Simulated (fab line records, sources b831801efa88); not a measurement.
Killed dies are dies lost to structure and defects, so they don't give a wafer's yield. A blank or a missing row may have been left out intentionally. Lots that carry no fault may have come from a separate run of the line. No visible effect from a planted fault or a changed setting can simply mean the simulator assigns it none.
fab line records :: flow sky130
record
  lots=5
  wafers=15
  last_day=49
route steps=708 shown LDD_HVP@281 LDD_LDN@289
lots with no fault: from the same line, run without faults
start_h: hours from the record's first day to the start of the lot's first wafer shown :: wait_h: how many hours have passed since the lot's step before this one :: " identical to the entry in the row above :: L1.1+2: a row that stands for several wafers :: - no value present, or no start provided :: * or withheld: withheld :: < > ~ a bound
route shown NAME@n: a module of which the file shows steps, and the number in the route of the first :: usual: the fault-free wafers' mean and standard deviation :: same: alike in all rows :: chamber/n: place in a boat :: sites: readings site by site :: _std_site: the standard deviation of these :: _edge_site: inner sites' mean taken away from outer sites' mean :: radius_mm: how far each site lies from the wafer's centre :: mask NAME#n: copy n :: behind: the last tool/chamber to shape the wafer :: hold: the reason the lot was held/the length of the hold in hours/how it ended :: device: the transistor (n, p or np) that didn't switch :: end of line: the same wafers' tests at the end of the route :: a step given without rows: its recipe and nothing more :: killed: dies that structure and defects cost at the first sort, which is not the same as the wafer's yield :: map: the dies of a wafer, with x for killed, . for not killed, _ for no die there
set.NAME: setting as actually run; set.NAME@STEP: the setting as run at that earlier step :: model.NAME: the simulator's own value behind a step, which no gauge read
certain route steps with their lots: each step a table, each wafer a row
services: from which hour (start_h, from the record's first day; less than 0 if before it) a tool's chamber was out of use, for how many hours, and why
## steps
# step SKY_LDD_HVP_SOFTBAKE_03
# recipe
  temp_c=90
  time_s=60
  resist=NOVOLAK
# step SKY_LDD_HVP_EXPOSE_04
# recipe
  mask_id=HVPTM
  na=0.6
  source_shape=conventional
  sigma_outer=0.6
  polarization=unpolarized
  target_cd_nm=700
  dose_mj=86
# step SKY_LDD_HVP_PEB_05
# recipe
  temp_c=withheld
  time_s=*
  resist=NOVOLAK
# step SKY_LDD_HVP_DEVELOP_06
# recipe
  resist=NOVOLAK
  developer=TMAH
  develop_time_s=60
  dev_temp_c=23
# step SKY_LDD_HVP_OVL_MEAS_07
# usual
  LDD_HVP_OVL=-0.2/1.3
lot.wafer: L891.1
tool: overlay-01
chamber: -
start_h: 518.13
wait_h: 0.1
LDD_HVP_OVL[nm]: -1.2

lot.wafer: L891.4
tool: overlay-01
chamber: -
start_h: 518.13
wait_h: 0.1
LDD_HVP_OVL[nm]: 0.8

lot.wafer: L891.6
tool: overlay-01
chamber: -
start_h: 518.13
wait_h: 0.1
LDD_HVP_OVL[nm]: -0.5

lot.wafer: L893.1
tool: overlay-02
chamber: -
start_h: 541.75
wait_h: 0.1
LDD_HVP_OVL[nm]: 0.8

lot.wafer: L893.4
tool: overlay-02
chamber: -
start_h: 541.75
wait_h: 0.1
LDD_HVP_OVL[nm]: 1.9

lot.wafer: L893.6
tool: overlay-02
chamber: -
start_h: 541.75
wait_h: 0.1
LDD_HVP_OVL[nm]: -0.4

lot.wafer: L897.1
tool: overlay-01
chamber: -
start_h: 577.90
wait_h: 0.1
LDD_HVP_OVL[nm]: -1.8

lot.wafer: L897.4
tool: overlay-01
chamber: -
start_h: 577.90
wait_h: 0.1
LDD_HVP_OVL[nm]: -0.4

lot.wafer: L897.5
tool: overlay-01
chamber: -
start_h: 577.90
wait_h: 0.1
LDD_HVP_OVL[nm]: 1.2

lot.wafer: L900.1
tool: overlay-02
chamber: -
start_h: 602.77
wait_h: 0.1
LDD_HVP_OVL[nm]: 0.2

lot.wafer: L900.2
tool: overlay-02
chamber: -
start_h: 602.77
wait_h: 0.1
LDD_HVP_OVL[nm]: -1.1

lot.wafer: L900.5
tool: overlay-02
chamber: -
start_h: 602.77
wait_h: 0.1
LDD_HVP_OVL[nm]: 1.0

lot.wafer: L902.3
tool: overlay-02
chamber: -
start_h: 634.19
wait_h: 0.1
LDD_HVP_OVL[nm]: -1.6

lot.wafer: L902.4
tool: overlay-02
chamber: -
start_h: 634.19
wait_h: 0.1
LDD_HVP_OVL[nm]: -2.9

lot.wafer: L902.5
tool: overlay-02
chamber: -
start_h: 634.19
wait_h: 0.1
LDD_HVP_OVL[nm]: -2.0
# step SKY_LDD_HVP_IMPLANT_08
# recipe
  species=B
  energy_kev=20
  dose_cm2=1.7e+13
  tilt_deg=17.9
# step SKY_LDD_HVP_STRIP_09
# recipe
  chemistry=O2/N2
  power_w=1400
  pressure_mtorr=1500
  platen_temp_c=withheld
  o2_flow_sccm=3000
  n2_flow_sccm=300
  overash_fraction=0.5
# usual
  drypump_motor_current_A=5.7/0.33
  oes_product_au=0.408/0.0045
  strip_time_to_endpoint_s=4.136/0.016
lot.wafer: L891.1
tool: plasma_asher-02
chamber: 1
start_h: 518.31
wait_h: 0.1
drypump_motor_current_A: 6.1
oes_product_au: 0.407
rf_hours_counter_h: 9
strip_time_to_endpoint_s: 4.124

lot.wafer: L891.4
tool: plasma_asher-02
chamber: 1
start_h: 518.31
wait_h: 0.1
drypump_motor_current_A: 6.1
oes_product_au: 0.412
rf_hours_counter_h: -
strip_time_to_endpoint_s: 4.132

lot.wafer: L891.6
tool: plasma_asher-02
chamber: 1
start_h: 518.31
wait_h: 0.1
drypump_motor_current_A: 6.1
oes_product_au: 0.412
rf_hours_counter_h: -
strip_time_to_endpoint_s: 4.126

lot.wafer: L893.1
tool: plasma_asher-02
chamber: 0
start_h: 541.94
wait_h: 0.1
drypump_motor_current_A: 5.3
oes_product_au: 0.397
rf_hours_counter_h: 11
strip_time_to_endpoint_s: 4.140

lot.wafer: L893.4
tool: plasma_asher-02
chamber: 1
start_h: 541.94
wait_h: 0.1
drypump_motor_current_A: 6.1
oes_product_au: 0.411
rf_hours_counter_h: -
strip_time_to_endpoint_s: 4.165

lot.wafer: L893.6
tool: plasma_asher-02
chamber: 1
start_h: 541.94
wait_h: 0.1
drypump_motor_current_A: 6.1
oes_product_au: 0.411
rf_hours_counter_h: -
strip_time_to_endpoint_s: 4.158

lot.wafer: L897.1
tool: plasma_asher-01
chamber: 0
start_h: 578.09
wait_h: 0.1
drypump_motor_current_A: 5.1
oes_product_au: 0.410
rf_hours_counter_h: 78
strip_time_to_endpoint_s: 4.136

lot.wafer: L897.4
tool: plasma_asher-01
chamber: 0
start_h: 578.09
wait_h: 0.1
drypump_motor_current_A: 5.1
oes_product_au: 0.409
rf_hours_counter_h: -
strip_time_to_endpoint_s: 4.146

lot.wafer: L897.5
tool: plasma_asher-01
chamber: 0
start_h: 578.09
wait_h: 0.1
drypump_motor_current_A: 5.1
oes_product_au: 0.403
rf_hours_counter_h: -
strip_time_to_endpoint_s: 4.146

lot.wafer: L900.1
tool: plasma_asher-02
chamber: 0
start_h: 602.96
wait_h: 0.1
drypump_motor_current_A: 5.3
oes_product_au: 0.406
rf_hours_counter_h: 17
strip_time_to_endpoint_s: 4.137

lot.wafer: L900.2
tool: plasma_asher-02
chamber: 1
start_h: 602.96
wait_h: 0.1
drypump_motor_current_A: 6.1
oes_product_au: 0.404
rf_hours_counter_h: 17
strip_time_to_endpoint_s: 4.117

lot.wafer: L900.5
tool: plasma_asher-02
chamber: 1
start_h: 602.96
wait_h: 0.1
drypump_motor_current_A: 6.1
oes_product_au: 0.410
rf_hours_counter_h: -
strip_time_to_endpoint_s: 4.107

lot.wafer: L902.3
tool: plasma_asher-01
chamber: 1
start_h: 634.40
wait_h: 0.1
drypump_motor_current_A: 5.7
oes_product_au: 0.412
rf_hours_counter_h: -
strip_time_to_endpoint_s: 4.133

lot.wafer: L902.4
tool: plasma_asher-01
chamber: 0
start_h: 634.40
wait_h: 0.1
drypump_motor_current_A: 5.1
oes_product_au: 0.406
rf_hours_counter_h: -
strip_time_to_endpoint_s: 4.146

lot.wafer: L902.5
tool: plasma_asher-01
chamber: 0
start_h: 634.40
wait_h: 0.1
drypump_motor_current_A: 5.1
oes_product_au: 0.405
rf_hours_counter_h: -
strip_time_to_endpoint_s: 4.140
# step SKY_LDD_HVP_TW_MEAS_10
# usual
  LDD_HVP_TW=456/3.8
lot.wafer: L891.1
tool: film_metro-01
chamber: -
start_h: 518.41
wait_h: 0.1
LDD_HVP_TW: 451

lot.wafer: L891.4
tool: film_metro-01
chamber: -
start_h: 518.41
wait_h: 0.1
LDD_HVP_TW: 451

lot.wafer: L891.6
tool: film_metro-01
chamber: -
start_h: 518.41
wait_h: 0.1
LDD_HVP_TW: 450

lot.wafer: L893.1
tool: film_metro-03
chamber: -
start_h: 542.04
wait_h: 0.1
LDD_HVP_TW: 458

lot.wafer: L893.4
tool: film_metro-03
chamber: -
start_h: 542.04
wait_h: 0.1
LDD_HVP_TW: 458

lot.wafer: L893.6
tool: film_metro-03
chamber: -
start_h: 542.04
wait_h: 0.1
LDD_HVP_TW: 457

lot.wafer: L897.1
tool: film_metro-03
chamber: -
start_h: 578.19
wait_h: 0.1
LDD_HVP_TW: 456

lot.wafer: L897.4
tool: film_metro-03
chamber: -
start_h: 578.19
wait_h: 0.1
LDD_HVP_TW: 457

lot.wafer: L897.5
tool: film_metro-03
chamber: -
start_h: 578.19
wait_h: 0.1
LDD_HVP_TW: 456

lot.wafer: L900.1
tool: film_metro-02
chamber: -
start_h: 603.06
wait_h: 0.1
LDD_HVP_TW: 446

lot.wafer: L900.2
tool: film_metro-02
chamber: -
start_h: 603.06
wait_h: 0.1
LDD_HVP_TW: 449

lot.wafer: L900.5
tool: film_metro-02
chamber: -
start_h: 603.06
wait_h: 0.1
LDD_HVP_TW: 446

lot.wafer: L902.3
tool: film_metro-03
chamber: -
start_h: 634.48
wait_h: 0.1
LDD_HVP_TW: 457

lot.wafer: L902.4
tool: film_metro-03
chamber: -
start_h: 634.48
wait_h: 0.1
LDD_HVP_TW: 457

lot.wafer: L902.5
tool: film_metro-03
chamber: -
start_h: 634.48
wait_h: 0.1
LDD_HVP_TW: 459
# step SKY_LDD_LDN_DEHYDRATE_00
# recipe
  temp_c=200
  time_s=60
# step SKY_LDD_LDN_HMDS_01
# recipe
  prime_time_s=60
  prime_temp_c=120
# step SKY_LDD_LDN_COAT_02
# recipe
  resist=NOVOLAK
  spin_rpm=3000
  resist_thk_nm=1140
# step SKY_LDD_LDN_SOFTBAKE_03
# recipe
  temp_c=90
  time_s=60
  resist=NOVOLAK
# step SKY_LDD_LDN_EXPOSE_04
# recipe
  mask_id=LDNTM
  na=0.6
  source_shape=conventional
  sigma_outer=0.6
  polarization=unpolarized
  target_cd_nm=700
  dose_mj=140
# usual
  stage_vel_mm_s=500.01/0.24
lot.wafer: L891.1
tool: iline_stepper-01
chamber: 0
start_h: 533.36
wait_h: -
mask: LDNTM#0
stage_vel_mm_s: 500.18

lot.wafer: L891.4
tool: iline_stepper-01
chamber: 0
start_h: 533.36
wait_h: -
mask: LDNTM#0
stage_vel_mm_s: 499.77

lot.wafer: L891.6
tool: iline_stepper-01
chamber: 0
start_h: 533.36
wait_h: -
mask: LDNTM#0
stage_vel_mm_s: 499.75

lot.wafer: L893.1
tool: iline_stepper-01
chamber: 0
start_h: 557.32
wait_h: -
mask: LDNTM#0
stage_vel_mm_s: 499.77

lot.wafer: L893.4
tool: iline_stepper-01
chamber: 0
start_h: 557.32
wait_h: -
mask: LDNTM#0
stage_vel_mm_s: 499.49

lot.wafer: L893.6
tool: iline_stepper-01
chamber: 0
start_h: 557.32
wait_h: -
mask: LDNTM#0
stage_vel_mm_s: 500.13

lot.wafer: L897.1
tool: iline_stepper-02
chamber: 0
start_h: 593.07
wait_h: -
mask: LDNTM#0
stage_vel_mm_s: 500.15

lot.wafer: L897.4
tool: iline_stepper-02
chamber: 0
start_h: 593.07
wait_h: -
mask: LDNTM#0
stage_vel_mm_s: 500.08

lot.wafer: L897.5
tool: iline_stepper-02
chamber: 0
start_h: 593.07
wait_h: -
mask: LDNTM#0
stage_vel_mm_s: 499.60

lot.wafer: L900.1
tool: iline_stepper-01
chamber: 0
start_h: 618.00
wait_h: -
mask: LDNTM#0
stage_vel_mm_s: 500.13

lot.wafer: L900.2
tool: iline_stepper-01
chamber: 0
start_h: 618.00
wait_h: -
mask: LDNTM#0
stage_vel_mm_s: 500.20

lot.wafer: L900.5
tool: iline_stepper-01
chamber: 0
start_h: 618.00
wait_h: -
mask: LDNTM#0
stage_vel_mm_s: 500.14

lot.wafer: L902.3
tool: iline_stepper-01
chamber: 0
start_h: 649.69
wait_h: -
mask: LDNTM_R1#0
stage_vel_mm_s: 500.00

lot.wafer: L902.4
tool: iline_stepper-01
chamber: 0
start_h: 649.69
wait_h: -
mask: LDNTM_R1#0
stage_vel_mm_s: 499.66

lot.wafer: L902.5
tool: iline_stepper-01
chamber: 0
start_h: 649.69
wait_h: -
mask: LDNTM_R1#0
stage_vel_mm_s: 499.57
# step SKY_LDD_LDN_PEB_05
# recipe
  temp_c=withheld
  time_s=*
  resist=NOVOLAK
## services
tool: iline_stepper-02
chamber: -
start_h: 521.43
hours: 1.7
kind: pm

tool: iline_stepper-01
chamber: -
start_h: 538.29
hours: 1.7
kind: pm

tool: iline_stepper-01
chamber: -
start_h: 548.95
hours: 4.4
kind: pm

tool: iline_stepper-01
chamber: 0
start_h: 569.93
hours: -
kind: calibration

tool: iline_stepper-02
chamber: 0
start_h: 575.24
hours: -
kind: calibration
## key
first_sign
  step=SKY_LDD_LDN_EXPOSE_04
  reading=mask
  direction=changed
effect none on later readings
met_at SKY_LDD_LDN_EXPOSE_04
struck_wafers L902.3,L902.4,L902.5
sort_left_out L902.3,L902.4,L902.5
tester_left_out L902
onset_between 618.00 649.69
fault
  kind=wrong_mask
  tool=any
  chamber=-
  onset_h=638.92
  steps=SKY_LDD_LDN_EXPOSE_04
  aux_copy=LDNTM_R1#0
  cd_offset_nm=105
  scope=struck_lots_only
# tester_left_out: of these lots the tester's yield and bins aren't shown, on N5 and GAA mostly nor the transistor test; their killed dies are dies lost to structure and defects alone, not to doping, threshold or leakage, so they don't give the yield
# sort_left_out: the simulated sort isn't trusted on such a fault, so these wafers' sort isn't shown, and their yield isn't known
